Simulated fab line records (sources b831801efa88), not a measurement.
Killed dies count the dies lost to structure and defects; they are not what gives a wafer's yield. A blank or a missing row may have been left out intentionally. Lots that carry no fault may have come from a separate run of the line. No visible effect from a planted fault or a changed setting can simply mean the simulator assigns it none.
2 desks looking at one fault ; flow sky130 ; every desk sees just its own numbers, and what lay behind them comes last

== TOOL OWNER'S DESK, litho_track-04 ==
The tool's own readings at SKY_POLY_GATE_SOFTBAKE_09 (time 90 s): means of the sampled wafers that have a number, for each lot that ran on this tool. If a lot's mean is further than 4 standard deviations from the usual mean, the lot is out of limits and carries the mark OUT (the distance appears in the brackets).
Columns: A = heater_power_total_W at SKY_POLY_GATE_SOFTBAKE_09, usual 57.36 W; B = plate_temp_C at SKY_POLY_GATE_SOFTBAKE_09, usual 100.01 C; C = resist_line_temp_C at SKY_POLY_GATE_SOFTBAKE_09, usual 23.01 C
lot;first seen here;A;B;C
L531;day 16 13:00;57.37;99.98;22.98
L536;day 18 05:00;58.31 (+8.7) OUT;101.17 (+9.7) OUT;22.94
L537;day 18 14:00;58.40 (+9.4) OUT;101.38 (+11) OUT;23.08
L544;day 22 08:00;57.31;99.86;23.00
L551;day 23 15:00;57.36;100.09;23.06
L552;day 24 09:00;57.37;99.95;23.03
Finding of this desk: L536, L537 out of limits; the first was L536 at day 18 05:00, on heater_power_total_W at SKY_POLY_GATE_SOFTBAKE_09. In limits: L531, L544, L551, L552.

== FROM THE METROLOGY DESK ==
Lot by lot, what the gauges showed, no matter which tool ran the lot: averages of those sampled wafers that carry a number. If a lot's mean is further than 4 standard deviations from the usual mean, the lot is out of limits and carries the mark OUT (the distance appears in the brackets).
Columns: A = VT_ADJUST_HVTR_TW at SKY_VT_ADJUST_HVTR_TW_MEAS_11, usual 212.5; B = SONOS_ONO_CVD_04_THK at SKY_SONOS_ONO_THK_MEAS_05, usual 5.71 nm
lot;first seen here;A;B
L531;day 10 08:03;215.8;5.60
L533;day 10 14:50;213.4;5.56
L536;day 11 10:10;213.4;5.68
L537;day 11 18:24;212.6;5.80
L543;day 13 16:16;214.3;5.74
L545;day 15 01:09;213.4;5.76
L544;day 15 01:21;215.0;5.72
L546;day 15 04:20;209.4;5.77
L547;day 15 13:20;208.7;5.68
L549;day 15 13:58;208.8;5.65
L551;day 16 06:48;207.8;5.75
L550;day 16 07:06;214.8;5.63
L552;day 16 22:58;213.9;5.66
This desk's finding: nothing out of limits on any of the 13 lots.

== TAKEN TOGETHER ==
At day 18 05:00, on L536, L537, the tool owner's desk was in a position to raise an alarm.
At the metrology desk, nothing out of limits was observed.
The metrology desk holds a record of L536, L537, inside its limits.
On litho_track-04, each named lot ran SKY_POLY_GATE_SOFTBAKE_09.

== WHAT THE SIMULATOR PUT IN ==
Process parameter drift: litho_track-04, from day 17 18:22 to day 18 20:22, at SKY_POLY_GATE_SOFTBAKE_09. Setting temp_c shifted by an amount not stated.
Lots struck among those shown: L536, L537.
Time in hours from fault onset to the first out-of-limits reading at each desk: the tool owner's desk, 11.
